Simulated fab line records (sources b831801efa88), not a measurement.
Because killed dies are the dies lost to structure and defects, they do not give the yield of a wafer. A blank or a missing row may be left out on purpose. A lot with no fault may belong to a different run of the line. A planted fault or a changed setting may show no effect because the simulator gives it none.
A lot that was struck, set against a sound lot || flow sky130 || 43 steps out of a route of 708
Sound: wafers L182.1, L182.2, L182.6. Wafers struck: L200.2, L200.5, L200.6. The cause is given at the end.
Per side, at each step with rows, come the tool, then ch with its chambers, and then its first start. Under that, the readings that differ: sound wafers || struck wafers || difference of the means || sigmas: that difference in standard deviations of wafers without a fault.
alike: same words and numbers on both sides, and readings whose means sit less than 2 such deviations apart. not compared: any withheld reading, any reading some wafer has no value for, any bound like >300 that may hide the same value, and any number with overlapping values for which the record gives no deviation.
Wherever a step has rows on one side only, a row that says differs or no value, or a row with sigmas, the two part there. When numbers do not overlap yet have no deviation, they are printed without sigmas and do not part them. A reading that every wafer of one side lacks parts them only if that side has two wafers or more.

first, 1 step without rows for these wafers: SKY_VT_ADJUST_HVTP_IMPLANT_09.
SKY_VT_ADJUST_HVTP_STRIP_10: strips in O2/N2.
  sound on plasma_asher-02 ch 0,1, day 6 11:01; struck on plasma_asher-04 ch 0,1, day 11 01:47
{"reading": "drypump_motor_current_A (A)", "sound": "6.2 6.3 6.3", "struck": "5.4 5.0 5.4", "difference": -1.0, "sigmas": -2}
  alike: chamber_pressure_mTorr, oes_product_au, strip_time_to_endpoint_s
  not compared: rf_hours_counter_h
SKY_VT_ADJUST_HVTP_TW_MEAS_11:
  sound: film_metro-02 at day 6 11:07; struck: film_metro-02 at day 11 01:54
  alike: VT_ADJUST_HVTP_TW
then, 7 steps without rows for these wafers: SKY_VT_ADJUST_LVTN_DEHYDRATE_00 (time 60 s); SKY_VT_ADJUST_LVTN_HMDS_01 (prime time 60 s); SKY_VT_ADJUST_LVTN_COAT_02 (resist thk 3000 nm); SKY_VT_ADJUST_LVTN_SOFTBAKE_03; SKY_VT_ADJUST_LVTN_EXPOSE_04 (exposes mask NWM COMPLEMENT LESS NATIVE, target cd 840 nm); SKY_VT_ADJUST_LVTN_PEB_05; SKY_VT_ADJUST_LVTN_DEVELOP_06 (develop time 60 s).
SKY_VT_ADJUST_LVTN_OVL_MEAS_07:
  sound: overlay-02 at day 7 05:46; struck: overlay-01 at day 12 00:22
  alike: VT_ADJUST_LVTN_OVL
next, for these wafers, 1 step has no rows: SKY_VT_ADJUST_LVTN_IMPLANT_08.
SKY_VT_ADJUST_LVTN_STRIP_09: strips in O2/N2.
  sound on plasma_asher-01 ch 0,1, day 7 05:57; struck on plasma_asher-02 ch 0,1, day 12 00:33
  alike: chamber_pressure_mTorr, drypump_motor_current_A, oes_product_au, strip_time_to_endpoint_s
  not compared: rf_hours_counter_h
SKY_VT_ADJUST_LVTN_TW_MEAS_10:
  sound: film_metro-02 at day 7 06:03; struck: film_metro-02 at day 12 00:40
  alike: VT_ADJUST_LVTN_TW
then, 7 steps without rows for these wafers: SKY_VT_ADJUST_LVTN_DEHYDRATE_11 (time 60 s); SKY_VT_ADJUST_LVTN_HMDS_12 (prime time 60 s); SKY_VT_ADJUST_LVTN_COAT_13 (resist thk 1140 nm); SKY_VT_ADJUST_LVTN_SOFTBAKE_14 (time 60 s); SKY_VT_ADJUST_LVTN_EXPOSE_15 (exposes mask HVN STD DERIVED, target cd 600 nm); SKY_VT_ADJUST_LVTN_PEB_16; SKY_VT_ADJUST_LVTN_DEVELOP_17 (develop time 62.06 s).
SKY_VT_ADJUST_LVTN_OVL_MEAS_18:
  sound: overlay-01 at day 8 01:54; struck: overlay-01 at day 13 00:34
  alike: VT_ADJUST_LVTN_01_OVL
next, for these wafers, 1 step has no rows: SKY_VT_ADJUST_LVTN_IMPLANT_19.
SKY_VT_ADJUST_LVTN_STRIP_20: strips in O2/N2.
  sound on plasma_asher-03 ch 0,1, day 8 02:05; struck on plasma_asher-03 ch 0,1, day 13 00:45
  alike: chamber_pressure_mTorr, drypump_motor_current_A, oes_product_au, strip_time_to_endpoint_s
  not compared: rf_hours_counter_h
SKY_VT_ADJUST_LVTN_TW_MEAS_21:
  sound: film_metro-02 at day 8 02:11; struck: film_metro-03 at day 13 00:52
  alike: VT_ADJUST_LVTN_2_TW
then, 7 steps without rows for these wafers: SKY_VT_ADJUST_NCORE_DEHYDRATE_00 (time 60 s); SKY_VT_ADJUST_NCORE_HMDS_01 (prime time 60 s); SKY_VT_ADJUST_NCORE_COAT_02 (resist thk 1140 nm); SKY_VT_ADJUST_NCORE_SOFTBAKE_03 (time 60 s); SKY_VT_ADJUST_NCORE_EXPOSE_04 (exposes mask LVTN COMPLEMENT THIN, target cd 380 nm); SKY_VT_ADJUST_NCORE_PEB_05; SKY_VT_ADJUST_NCORE_DEVELOP_06 (develop time 60 s).
SKY_VT_ADJUST_NCORE_CD_MEAS_07: target cd 380 nm.
  sound: cd_sem-02 at day 8 21:50; struck: cd_sem-02 at day 14 01:55
  alike: cd_nm
SKY_VT_ADJUST_NCORE_OVL_MEAS_08:
  sound: overlay-01 at day 8 21:57; struck: overlay-01 at day 14 02:01
  alike: VT_ADJUST_NCORE_OVL
next, for these wafers, 1 step has no rows: SKY_VT_ADJUST_NCORE_IMPLANT_09.
SKY_VT_ADJUST_NCORE_STRIP_10: strips in O2/N2.
  sound on plasma_asher-04 ch 0,1, day 8 22:08; struck on plasma_asher-02 ch 0,1, day 14 02:12
  alike: chamber_pressure_mTorr, drypump_motor_current_A, oes_product_au, strip_time_to_endpoint_s
  not compared: rf_hours_counter_h
SKY_VT_ADJUST_NCORE_TW_MEAS_11:
  sound: film_metro-01 at day 8 22:14; struck: film_metro-03 at day 14 02:19
{"reading": "VT_ADJUST_NCORE_TW", "sound": "216 217 217", "struck": "223 225 223", "difference": "+7", "sigmas": "+2"}
then, 5 steps without rows for these wafers: SKY_VT_ADJUST_HVTR_DEHYDRATE_00 (time 60 s); SKY_VT_ADJUST_HVTR_HMDS_01 (prime time 60 s); SKY_VT_ADJUST_HVTR_COAT_02 (resist thk 1140 nm); SKY_VT_ADJUST_HVTR_SOFTBAKE_03 (time 60 s); SKY_VT_ADJUST_HVTR_EXPOSE_04 (exposes mask HVTRM, target cd 380 nm).
-- the record jumps here: 36 days lie between the struck wafers' starts before and after (it left off in module VT_ADJUST_HVTR and takes up again in module PAD_OPEN, whose first step shown is number 708 of the route) --
SKY_PAD_OPEN_PROBE_99:
  the record has rows for the struck wafers here (prober-02, day 50 04:34) and none for the sound ones

WHERE THEY PART
Last at SKY_PAD_OPEN_PROBE_99 as far as this record goes, first at SKY_VT_ADJUST_HVTP_STRIP_10.

WHY: whatever the simulator had introduced
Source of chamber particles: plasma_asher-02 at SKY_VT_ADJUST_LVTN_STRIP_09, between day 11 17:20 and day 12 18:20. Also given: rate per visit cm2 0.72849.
